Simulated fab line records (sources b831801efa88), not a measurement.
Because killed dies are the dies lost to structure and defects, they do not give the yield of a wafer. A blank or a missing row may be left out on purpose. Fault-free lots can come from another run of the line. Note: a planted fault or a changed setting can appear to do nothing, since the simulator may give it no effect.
fab line records	flow sky130
[record] lots = 24	wafers = 72	last_day = 50
route steps=708 shown FIELD_ISO@1 NWELL@34 SONOS_ONO@183 VIA1@479 VIA2@519 CAPM@537
lots untouched by any fault: they come from a run of this same line in which no faults occurred
start_h: start of the lot's first displayed wafer, in hours after the record's first day	wait_h: how many hours have passed since the lot's step before this one	" repeats the value in the row above	L1.1+2: several wafers, shown together as one row	- no value, or no start given	* or withheld: withheld	< > ~ a bound
route shown NAME@n: a module of which the file shows steps, and the number in the route of the first	usual: the fault-free wafers' mean and standard deviation	same: alike in all rows	chamber/n: place in a boat	sites: readings site by site	_std_site: standard deviation across them	_edge_site: inner sites' mean taken away from outer sites' mean	radius_mm: how far each site lies from the wafer's centre	mask NAME#n: copy n	behind: the last tool/chamber to shape the wafer	hold: what put the lot on hold/how long, in hours/how the hold closed	device: whichever transistor did not switch (one of n, p or np)	end of line: tests of these same wafers at the route's end	a step with no rows: only its recipe	killed: dies lost to structure and defects at the first sort, not the wafer's yield	map: per-die view of a wafer (x killed, . not killed, _ where there is no die)
set.NAME: the run value of the setting; set.NAME@STEP: its run value at that earlier step	model.NAME: the simulator's own value behind a step, which no gauge read
one table for each step of the route and one row for each wafer, over a sample of lots
services: when a tool's chamber went out of use (start_h, in hours from the record's first day, below 0 if earlier), for how many hours, and the reason
[[steps]]
[step SKY_FIELD_ISO_BOW_MEAS_00]
[recipe] mode = bow
[usual] INCOMING_BOW = 1/7.3
lot.wafer	tool	chamber	start_h	wait_h	INCOMING_BOW[um]
L074.3	film_metro-03	-	10.04	-	6
L074.5	"	-	"	"	-5
L074.6	"	-	"	"	0
L075.2	film_metro-01	-	15.02	-	4
L075.3	"	-	"	"	14
L075.6	"	-	"	"	-6
L076.1	film_metro-04	-	20.00	-	14
L076.2	"	-	"	"	5
L076.6	"	-	"	"	-4
L077.2	film_metro-03	-	25.02	-	4
L077.3	"	-	"	"	-7
L077.4	"	-	"	"	-3
L078.3	film_metro-04	-	30.04	-	10
L078.5	"	-	"	"	13
L078.6	"	-	"	"	10
L079.2	film_metro-04	-	35.02	-	-5
L079.3	"	-	"	"	-1
L079.5	"	-	"	"	-1
L080.1	film_metro-01	-	40.00	-	-5
L080.2	"	-	"	"	1
L080.5	"	-	"	"	-6
L081.1	film_metro-01	-	45.00	-	10
L081.4	"	-	"	"	17
L081.6	"	-	"	"	-10
L082.2	film_metro-04	-	50.02	-	10
L082.3	"	-	"	"	3
L082.6	"	-	"	"	-2
L083.3	film_metro-03	-	55.04	-	-1
L083.4	"	-	"	"	-12
L083.5	"	-	"	"	5
L084.2	film_metro-03	-	60.02	-	0
L084.3	"	-	"	"	7
L084.6	"	-	"	"	-1
L085.2	film_metro-03	-	65.02	-	-1
L085.3	"	-	"	"	-12
L085.6	"	-	"	"	1
L086.1	film_metro-03	-	70.00	-	5
L086.4	"	-	"	"	-4
L086.6	"	-	"	"	-3
L087.2	film_metro-01	-	75.02	-	5
L087.4	"	-	"	"	0
L087.6	"	-	"	"	5
L088.2	film_metro-03	-	80.02	-	6
L088.3	"	-	"	"	-6
L088.6	"	-	"	"	18
L089.2	film_metro-01	-	85.02	-	6
L089.3	"	-	"	"	-2
L089.5	"	-	"	"	-2
L090.1	film_metro-03	-	90.00	-	12
L090.2	"	-	"	"	6
L090.4	"	-	"	"	-4
L091.1	film_metro-03	-	95.00	-	6
L091.2	"	-	"	"	-8
L091.4	"	-	"	"	-21
L092.1	film_metro-01	-	100.00	-	-11
L092.2	"	-	"	"	5
L092.6	"	-	"	"	-9
L093.3	film_metro-01	-	105.04	-	-2
L093.4	"	-	"	"	-2
L093.5	"	-	"	"	-5
L094.3	film_metro-01	-	110.04	-	1
L094.4	"	-	"	"	8
L094.5	"	-	"	"	-3
L095.1	film_metro-01	-	115.00	-	4
L095.2	"	-	"	"	-6
L095.5	"	-	"	"	-8
L096.2	film_metro-01	-	120.02	-	-6
L096.5	"	-	"	"	-12
L096.6	"	-	"	"	-2
L097.1	film_metro-01	-	125.00	-	-8
L097.2	"	-	"	"	-6
L097.6	"	-	"	"	-1
[step SKY_NWELL_THK_MEAS_02]
[recipe] reads = SiO2_of_NWELL_OXIDATION_01
[usual] NWELL_OXIDATION_THK = 9.99/0.18
lot.wafer	tool	chamber	start_h	wait_h	NWELL_OXIDATION_THK[nm]
L074.3	film_metro-02	-	38.94	0.0	10.26
L074.5	"	-	"	"	10.32
L074.6	"	-	"	"	10.19
L075.2	film_metro-03	-	40.33	0.0	10.23
L075.3	"	-	"	"	9.87
L075.6	"	-	"	"	10.20
L076.1	film_metro-02	-	55.53	0.0	9.87
L076.2	"	-	"	"	9.57
L076.6	"	-	"	"	9.84
L077.2	film_metro-02	-	67.68	0.0	9.79
L077.3	"	-	"	"	9.88
L077.4	"	-	"	"	9.90
L078.3	film_metro-03	-	67.70	0.0	9.91
L078.5	"	-	"	"	9.92
L078.6	"	-	"	"	9.87
L080.1	film_metro-03	-	74.24	0.0	9.95
L080.2	"	-	"	"	10.01
L080.5	"	-	"	"	9.97
L079.2	film_metro-01	-	74.25	0.0	10.03
L079.3	"	-	"	"	10.27
L079.5	"	-	"	"	10.25
L081.1	film_metro-02	-	74.25	0.0	9.89
L081.4	"	-	"	"	10.15
L081.6	"	-	"	"	10.09
L082.2	film_metro-03	-	81.15	0.0	10.16
L082.3	"	-	"	"	10.14
L082.6	"	-	"	"	10.14
L083.3	film_metro-02	-	84.08	0.0	10.04
L083.4	"	-	"	"	10.04
L083.5	"	-	"	"	9.87
L084.2	film_metro-01	-	92.06	0.0	9.93
L084.3	"	-	"	"	10.15
L084.6	"	-	"	"	10.19
L085.2	film_metro-01	-	93.04	0.0	10.03
L085.3	"	-	"	"	10.17
L085.6	"	-	"	"	10.11
L086.1	film_metro-03	-	101.17	0.0	9.92
L086.4	"	-	"	"	9.89
L086.6	"	-	"	"	9.76
L087.2	film_metro-01	-	104.10	0.0	9.61
L087.4	"	-	"	"	9.67
L087.6	"	-	"	"	9.74
L088.2	film_metro-02	-	111.10	0.0	10.05
L088.3	"	-	"	"	9.82
L088.6	"	-	"	"	9.88
L089.2	film_metro-03	-	115.53	0.0	9.82
L089.3	"	-	"	"	9.91
L089.5	"	-	"	"	9.65
L090.1	film_metro-03	-	120.16	0.0	10.39
L090.2	"	-	"	"	10.28
L090.4	"	-	"	"	9.99
L091.1	film_metro-03	-	124.22	0.0	9.68
L091.2	"	-	"	"	9.80
L091.4	"	-	"	"	9.85
L092.1	film_metro-03	-	129.38	0.0	10.01
L092.2	"	-	"	"	10.05
L092.6	"	-	"	"	10.06
L093.3	film_metro-02	-	136.91	0.0	10.18
L093.4	"	-	"	"	10.12
L093.5	"	-	"	"	10.27
L094.3	film_metro-01	-	141.15	0.0	10.01
L094.4	"	-	"	"	10.15
L094.5	"	-	"	"	10.00
L095.1	film_metro-01	-	145.47	0.0	10.17
L095.2	"	-	"	"	10.25
L095.5	"	-	"	"	10.21
L096.2	film_metro-02	-	160.78	0.0	10.18
L096.5	"	-	"	"	10.02
L096.6	"	-	"	"	10.03
L097.1	film_metro-03	-	160.81	0.0	9.92
L097.2	"	-	"	"	10.06
L097.6	"	-	"	"	10.07
[step SKY_SONOS_ONO_ETCH_15]
[recipe] target_depth_nm = 19.52	chemistry = CHF3/O2	source_w = 600	bias_w = 200	pressure_mtorr = 40	chf3_flow_sccm = 50	O2_flow_sccm = 5	time_s = 7.8
[usual] drypump_motor_current_A = 5.8/0.37	oes_product_au = 1.009/0.012	throttle_valve_pct = 8.826/0.0093
lot.wafer	tool	chamber	start_h	wait_h	drypump_motor_current_A	oes_product_au	rf_hours_counter_h	throttle_valve_pct
L074.3	rie_diel-02	2	275.15	0.0	5.1	0.984	100	8.820
L074.5	"	1	"	"	6.0	1.015	-	8.825
L074.6	"	2	"	"	5.0	0.980	-	8.812
L075.2	rie_diel-02	3	283.52	0.0	6.3	0.992	85	8.818
L075.3	"	2	"	"	5.1	0.987	100	8.813
L075.6	"	3	"	"	6.3	0.999	-	8.837
L076.1	rie_diel-02	1	302.10	0.0	6.0	1.023	24	8.814
L076.2	"	2	"	"	5.1	1.004	101	8.823
L076.6	"	2	"	"	5.1	0.990	-	8.831
L077.2	rie_diel-02	0	323.32	0.0	5.6	1.001	83	8.835
L077.3	"	3	"	"	6.3	1.000	85	8.831
L077.4	"	2	"	"	5.1	1.008	101	8.828
L078.3	rie_diel-03	3	326.07	0.0	6.5	0.990	32	8.825
L078.5	"	2	"	"	5.6	1.009	-	8.843
L078.6	"	1	"	"	6.0	0.994	-	8.827
L080.1	rie_diel-02	0	337.72	0.0	5.6	0.999	83	8.812
L080.2	"	1	"	"	6.0	0.998	25	8.829
L080.5	"	0	"	"	5.6	1.001	-	8.818
L079.2	rie_diel-03	2	340.02	0.0	5.6	1.009	3	8.817
L079.3	"	3	"	"	6.5	0.995	33	8.825
L079.5	"	0	"	"	6.2	0.994	-	8.844
L081.1	rie_diel-01	3	341.37	0.0	5.3	1.007	0	8.836
L081.4	"	0	"	"	5.7	1.008	4	8.803
L081.6	"	1	"	"	5.8	1.033	-	8.835
L082.2	rie_diel-03	3	347.62	0.0	6.5	0.987	33	8.841
L082.3	"	2	"	"	5.6	1.000	3	8.824
L082.6	"	2	"	"	5.5	1.010	-	8.836
L083.3	rie_diel-01	1	357.17	0.0	5.8	1.041	6	8.825
L083.4	"	3	"	"	5.2	1.023	0	8.822
L083.5	"	0	"	"	5.6	1.008	-	8.823
L085.2	rie_diel-01	1	372.07	0.0	5.8	1.045	7	8.836
L085.3	"	3	"	"	5.2	1.007	1	8.823
L085.6	"	2	"	"	6.0	1.005	-	8.816
L084.2	rie_diel-03	1	372.37	0.0	6.0	1.016	1	8.821
L084.3	"	2	"	"	5.5	1.023	4	8.815
L084.6	"	0	"	"	6.2	1.012	-	8.815
L086.1	rie_diel-01	0	381.97	0.0	5.7	1.011	5	8.830
L086.4	"	1	"	"	5.8	1.031	7	8.836
L086.6	"	1	"	"	5.8	1.028	-	8.830
L087.2	rie_diel-01	1	384.57	0.0	5.8	1.024	7	8.843
L087.4	"	3	"	"	5.3	1.007	1	8.837
L087.6	"	1	"	"	5.8	1.019	-	8.838
L088.2	rie_diel-01	2	395.97	0.0	6.0	1.019	11	8.800
L088.3	"	3	"	"	5.3	1.008	1	8.822
L088.6	"	2	"	"	6.0	1.009	-	8.821
L089.2	rie_diel-03	2	398.57	0.0	5.6	1.013	4	8.839
L089.3	"	1	"	"	6.0	1.012	1	8.825
L089.5	"	2	"	"	5.5	1.018	-	8.821
L090.1	rie_diel-01	1	412.52	0.0	5.8	1.015	7	8.823
L090.2	"	2	"	"	6.0	1.012	11	8.820
L090.4	"	3	"	"	5.3	0.997	1	8.820
L091.1	rie_diel-01	3	418.72	0.0	5.2	0.999	1	8.818
L091.2	"	2	"	"	6.0	1.017	11	8.834
L091.4	"	1	"	"	5.8	1.012	7	8.843
L092.1	rie_diel-02	1	427.42	0.0	5.9	1.012	26	8.824
L092.2	"	0	"	"	5.5	0.990	85	8.818
L092.6	"	1	"	"	5.9	1.007	-	8.824
L093.3	rie_diel-01	3	432.75	0.0	5.3	1.022	1	8.832
L093.4	"	1	"	"	5.8	1.025	7	8.831
L093.5	"	0	"	"	5.7	1.016	-	8.824
L094.3	rie_diel-01	0	443.17	0.0	5.7	1.004	6	8.828
L094.4	"	2	"	"	6.0	1.029	11	8.813
L094.5	"	0	"	"	5.7	1.008	-	8.839
L095.1	rie_diel-01	2	449.05	0.0	6.0	1.014	11	8.833
L095.2	"	0	"	"	5.6	0.992	6	8.828
L095.5	"	1	"	"	5.8	1.019	-	8.821
L096.2	rie_diel-02	1	475.65	0.0	5.9	1.006	27	8.817
L096.5	"	2	"	"	5.1	1.006	-	8.835
L096.6	"	1	"	"	5.9	1.005	-	8.824
L097.1	rie_diel-01	3	476.57	0.0	5.2	1.015	2	8.834
L097.2	"	0	"	"	5.7	1.011	6	8.828
L097.6	"	3	"	"	5.3	1.013	-	8.818
[step SKY_VIA1_CVD_21]
[recipe] material = W	target_thk_nm = 270	time_s = 80.902	temp_c = 400	pressure_torr = 40
[usual] heater_power_w = 769/85
lot.wafer	tool	chamber	start_h	wait_h	heater_power_w
L074.3	cvd_w-01	1	791.57	0.1	975
L074.5	"	0	"	"	741
L074.6	"	1	"	"	966
L075.2	cvd_w-01	1	797.29	0.0	959
L075.3	"	1	"	"	989
L075.6	"	1	"	"	949
L076.1	cvd_w-01	0	815.60	0.0	776
L076.2	"	1	"	"	957
L076.6	"	1	"	"	977
L077.2	cvd_w-01	0	832.44	0.1	742
L077.3	"	0	"	"	750
L077.4	"	0	"	"	754
L078.3	cvd_w-01	0	837.78	0.1	736
L078.5	"	0	"	"	735
L078.6	"	0	"	"	739
L080.1	cvd_w-01	1	849.18	0.0	975
L080.2	"	0	"	"	757
L080.5	"	1	"	"	961
L079.2	cvd_w-02	1	850.19	0.0	712
L079.3	"	1	"	"	762
L079.5	"	1	"	"	718
L081.1	cvd_w-02	1	851.46	0.0	732
L081.4	"	0	"	"	719
L081.6	"	0	"	"	710
L082.2	cvd_w-02	1	858.07	0.0	741
L082.3	"	0	"	"	725
L082.6	"	1	"	"	760
L083.3	cvd_w-02	1	864.87	0.1	751
L083.4	"	0	"	"	724
L083.5	"	1	"	"	747
L085.2	cvd_w-01	1	881.35	0.0	967
L085.3	"	1	"	"	982
L085.6	"	1	"	"	1000
L084.2	cvd_w-02	0	883.81	0.0	717
L084.3	"	0	"	"	706
L084.6	"	1	"	"	740
L086.1	cvd_w-02	0	885.29	0.0	727
L086.4	"	0	"	"	736
L086.6	"	1	"	"	739
L087.2	cvd_w-02	1	892.15	0.0	734
L087.4	"	0	"	"	726
L087.6	"	1	"	"	757
L088.2	cvd_w-02	0	905.27	0.1	746
L088.3	"	1	"	"	743
L088.6	"	0	"	"	719
L089.2	cvd_w-02	0	909.04	0.0	736
L089.3	"	1	"	"	757
L089.5	"	0	"	"	714
L090.1	cvd_w-02	1	915.96	0.0	771
L090.2	"	0	"	"	728
L090.4	"	1	"	"	757
L091.1	cvd_w-01	1	920.79	0.0	925
L091.2	"	0	"	"	671
L091.4	"	0	"	"	674
L092.1	cvd_w-01	1	929.16	0.0	904
L092.2	"	0	"	"	665
L092.6	"	0	"	"	684
L093.3	cvd_w-02	0	932.46	0.1	727
L093.4	"	1	"	"	751
L093.5	"	0	"	"	726
L094.3	cvd_w-02	1	936.26	0.1	758
L094.4	"	0	"	"	710
L094.5	"	1	"	"	737
L095.1	cvd_w-02	1	944.86	0.0	752
L095.2	"	0	"	"	717
L095.5	"	0	"	"	722
L096.2	cvd_w-01	1	967.15	0.0	902
L096.5	"	1	"	"	894
L096.6	"	0	"	"	678
L097.1	cvd_w-02	0	967.85	0.0	718
L097.2	"	1	"	"	744
L097.6	"	0	"	"	712
[step SKY_VIA2_CD_MEAS_12]
[recipe] target_cd_nm = 200
[usual] cd_nm = 200.4/1.7
lot.wafer	tool	chamber	start_h	wait_h	cd_nm
L074.3	cd_sem-01	-	846.28	-	200.3
L074.5	"	-	"	"	200.5
L074.6	"	-	"	"	200.4
L075.2	cd_sem-02	-	851.33	-	202.8
L075.3	"	-	"	"	200.8
L075.6	"	-	"	"	203.7
L076.1	cd_sem-02	-	870.54	-	198.5
L076.2	"	-	"	"	199.7
L076.6	"	-	"	"	197.9
L077.2	cd_sem-02	-	886.88	-	200.8
L077.3	"	-	"	"	202.2
L077.4	"	-	"	"	200.1
L078.3	cd_sem-02	-	891.75	-	200.8
L078.5	"	-	"	"	201.1
L078.6	"	-	"	"	200.6
L080.1	cd_sem-02	-	904.22	-	201.3
L080.2	"	-	"	"	203.0
L080.5	"	-	"	"	201.9
L079.2	cd_sem-02	-	904.71	-	198.3
L079.3	"	-	"	"	198.3
L079.5	"	-	"	"	199.7
L081.1	cd_sem-02	-	905.29	-	197.7
L081.4	"	-	"	"	196.3
L081.6	"	-	"	"	198.3
L082.2	cd_sem-02	-	911.96	-	200.2
L082.3	"	-	"	"	200.2
L082.6	"	-	"	"	200.3
L083.3	cd_sem-02	-	916.40	-	201.0
L083.4	"	-	"	"	203.6
L083.5	"	-	"	"	203.7
L085.2	cd_sem-02	-	933.46	-	201.5
L085.3	"	-	"	"	202.1
L085.6	"	-	"	"	201.0
L084.2	cd_sem-01	-	936.78	-	201.0
L084.3	"	-	"	"	201.5
L084.6	"	-	"	"	202.3
L086.1	cd_sem-01	-	938.51	-	199.1
L086.4	"	-	"	"	199.6
L086.6	"	-	"	"	199.7
L087.2	cd_sem-01	-	944.36	-	201.4
L087.4	"	-	"	"	200.9
L087.6	"	-	"	"	200.9
L088.2	cd_sem-02	-	956.41	-	198.1
L088.3	"	-	"	"	198.3
L088.6	"	-	"	"	197.9
L089.2	cd_sem-01	-	960.58	-	202.2
L089.3	"	-	"	"	202.8
L089.5	"	-	"	"	201.5
L090.1	cd_sem-02	-	966.59	-	199.5
L090.2	"	-	"	"	200.4
L090.4	"	-	"	"	199.1
L091.1	cd_sem-02	-	972.66	-	199.3
L091.2	"	-	"	"	198.2
L091.4	"	-	"	"	199.3
L092.1	cd_sem-02	-	978.96	-	198.9
L092.2	"	-	"	"	198.7
L092.6	"	-	"	"	197.1
L093.3	cd_sem-01	-	982.03	-	200.7
L093.4	"	-	"	"	200.3
L093.5	"	-	"	"	202.5
L094.3	cd_sem-01	-	986.98	-	198.9
L094.4	"	-	"	"	200.0
L094.5	"	-	"	"	198.7
L095.1	cd_sem-02	-	994.05	-	201.3
L095.2	"	-	"	"	202.1
L095.5	"	-	"	"	201.4
L096.2	cd_sem-01	-	1015.88	-	202.8
L096.5	"	-	"	"	202.1
L096.6	"	-	"	"	202.2
L097.1	cd_sem-01	-	1016.89	-	198.7
L097.2	"	-	"	"	198.0
L097.6	"	-	"	"	198.8
[step SKY_CAPM_CVD_00]
[recipe] material = SiO2	target_thk_nm = 15.5	temp_c = 400	time_s = withheld	rf_w = 450
[usual] heater_power_w = 715/94
lot.wafer	tool	chamber	start_h	wait_h	heater_power_w
L074.3	pecvd-01	0	847.95	0.0	594
L074.5	"	1	"	"	664
L074.6	"	0	"	"	581
L075.2	pecvd-03	1	853.00	0.0	876
L075.3	"	2	"	"	687
L075.6	"	0	"	"	727
L076.1	pecvd-02	0	872.22	0.0	705
L076.2	"	1	"	"	590
L076.6	"	0	"	"	722
L077.2	pecvd-02	1	888.61	0.0	729
L077.3	"	2	"	"	861
L077.4	"	1	"	"	732
L078.3	pecvd-01	0	893.46	0.0	544
L078.5	"	1	"	"	579
L078.6	"	2	"	"	683
L080.1	pecvd-01	0	905.90	0.0	624
L080.2	"	2	"	"	784
L080.5	"	0	"	"	605
L079.2	pecvd-03	0	906.41	0.0	671
L079.3	"	2	"	"	801
L079.5	"	2	"	"	798
L081.1	pecvd-01	2	906.97	0.0	794
L081.4	"	1	"	"	642
L081.6	"	2	"	"	790
L082.2	pecvd-02	0	914.56	0.0	768
L082.3	"	1	"	"	707
L082.6	"	0	"	"	762
L083.3	pecvd-01	2	918.12	0.0	700
L083.4	"	1	"	"	531
L083.5	"	0	"	"	601
L085.2	pecvd-02	0	935.12	0.0	694
L085.3	"	2	"	"	826
L085.6	"	1	"	"	732
L084.2	pecvd-03	2	938.50	0.0	732
L084.3	"	1	"	"	887
L084.6	"	1	"	"	885
L086.1	pecvd-01	1	940.53	0.0	624
L086.4	"	2	"	"	784
L086.6	"	1	"	"	620
L087.2	pecvd-03	1	946.02	0.0	819
L087.4	"	1	"	"	851
L087.6	"	0	"	"	611
L088.2	pecvd-03	0	958.11	0.0	667
L088.3	"	0	"	"	668
L088.6	"	0	"	"	680
L089.2	pecvd-02	1	962.39	0.0	738
L089.3	"	0	"	"	760
L089.5	"	1	"	"	752
L090.1	pecvd-01	1	968.32	0.0	620
L090.2	"	0	"	"	604
L090.4	"	2	"	"	746
L091.1	pecvd-01	1	974.39	0.0	654
L091.2	"	0	"	"	578
L091.4	"	1	"	"	635
L092.1	pecvd-02	2	980.64	0.0	882
L092.2	"	0	"	"	764
L092.6	"	1	"	"	602
L093.3	pecvd-02	0	984.11	0.0	658
L093.4	"	0	"	"	651
L093.5	"	1	"	"	683
L094.3	pecvd-02	0	989.02	0.0	802
L094.4	"	1	"	"	617
L094.5	"	2	"	"	758
L095.1	pecvd-03	2	995.72	0.0	685
L095.2	"	0	"	"	697
L095.5	"	0	"	"	695
L096.2	pecvd-02	0	1017.57	0.0	726
L096.5	"	1	"	"	611
L096.6	"	0	"	"	709
L097.1	pecvd-03	2	1018.73	0.0	757
L097.2	"	0	"	"	700
L097.6	"	0	"	"	700
[[services]]
tool	chamber	start_h	hours	kind
cvd_w-01	0	262.65	11.6	repair
rie_diel-01	1	274.37	1.6	repair
cvd_w-01	-	275.59	2.4	repair
rie_diel-01	3	282.13	5.2	repair
rie_diel-01	0	287.58	23.2	repair
rie_diel-01	-	336.63	3.1	repair
cvd_w-02	-	390.00	14.0	pm
rie_diel-01	-	396.32	14.6	pm
cvd_w-02	-	410.71	14.6	pm
cvd_w-02	-	490.40	6.9	pm
rie_diel-01	3	492.60	2.4	repair
cvd_w-02	0	502.83	12.7	repair
cvd_w-01	-	526.58	14.6	pm
rie_diel-01	0	534.99	4.2	repair
cvd_w-02	-	593.95	0.6	repair
cvd_w-02	-	606.84	1.1	repair
rie_diel-01	3	619.67	13.4	repair
rie_diel-01	3	706.55	8.4	repair
rie_diel-01	3	734.48	14.8	repair
rie_diel-01	2	761.15	9.4	repair
rie_diel-01	1	844.76	7.1	repair
rie_diel-01	-	916.94	0.3	repair
cvd_w-02	-	946.42	6.0	pm
rie_diel-01	0	998.69	10.5	repair
[[key]]
fault none
